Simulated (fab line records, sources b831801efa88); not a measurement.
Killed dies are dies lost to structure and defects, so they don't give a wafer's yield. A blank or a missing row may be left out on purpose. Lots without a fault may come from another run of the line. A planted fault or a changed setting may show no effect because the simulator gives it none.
Chamber matching | flow gf180mcu | GF_STI_CMP_25 on cmp-01: 4 sister chambers
The step polishes, stops on Si3N4, t overpolish 33 s, target thk 524.6 nm. 14 wafers are shown with their chamber, then 7 later ones without.

WAFERS WITH THEIR CHAMBER
wafer  | chamber | motor_current_A (A) | time_to_endpoint_s (s) | overpolish_run_s (s)
L788.2 | 3       | 11.3                | 117                    | 33.003
L788.4 | 1       | 13.9                | 116                    | 33.009
L788.6 | 3       | 10.8                | 117                    | 33.001
L789.1 | 3       | 11.2                | 118                    | 33.004
L789.4 | 2       | 11.8                | 123                    | 33.009
L789.6 | 1       | 13.3                | 120                    | 33.005
L790.3 | 1       | 13.7                | 123                    | 33.003
L790.5 | 2       | 11.7                | 119                    | 33.000
L790.6 | 3       | 10.7                | 118                    | 33.001
L793.1 | 0       | 10.9                | 119                    | 33.003
L793.3 | 3       | 11.3                | 117                    | 33.002
L793.5 | 1       | 13.1                | 118                    | 32.998
L799.2 | 1       | 13.5                | 124                    | 33.007
L799.5 | 2       | 11.6                | 125                    | 33.001

SIGNATURES (means of the wafers above)
reading            | chamber 0 | chamber 1 | chamber 2 | chamber 3 | scatter within a chamber
motor_current_A    | 10.900    | 13.500    | 11.700    | 11.060    | 0.274
time_to_endpoint_s | 119.00    | 120.20    | 122.33    | 117.40    | 2.54
overpolish_run_s   | 33.00300  | 33.00440  | 33.00333  | 33.00220  | 0.00356
Rule: a wafer's distance from a chamber is the root of the sum, over the readings, of the square of ((its reading less the chamber's mean) divided by the reading's scatter). The wafer belongs to the nearest chamber; if the next one is less than 2 further off, it can't be placed. The scatter: the root of (the sum of the squares of (reading less its chamber's mean) over the shown wafers, divided by (wafers less chambers)).

WAFERS WITHOUT THEIR CHAMBER
wafer  | motor_current_A (A) | time_to_endpoint_s (s) | overpolish_run_s (s)
L799.6 | 13.1                | 122                    | 32.985
L802.3 | 12.0                | 119                    | 32.991
L802.5 | 11.1                | 125                    | 33.010
L802.6 | 13.2                | 125                    | 32.996
L806.1 | 11.5                | 124                    | 32.992
L806.5 | 9.9                 | 122                    | 32.989
L806.6 | 13.4                | 121                    | 32.995

WHICH CHAMBER EACH WENT THROUGH
wafer  | from the rows above          | in truth
L799.6 | can't be placed: 1 or 2      | 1
L802.3 | can't be placed: 2 or 3 or 0 | 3
L802.5 | can't be placed: 2 or 0 or 3 | 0
L802.6 | 1                            | 1
L806.1 | can't be placed: 2 or 3 or 0 | 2
L806.5 | can't be placed: 0 or 3      | 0
L806.6 | 1                            | 1
Placed correctly: 2 of 7. Can't be placed from these rows: 5 (the true chamber is among the candidates in 5). Placed wrongly: 0.
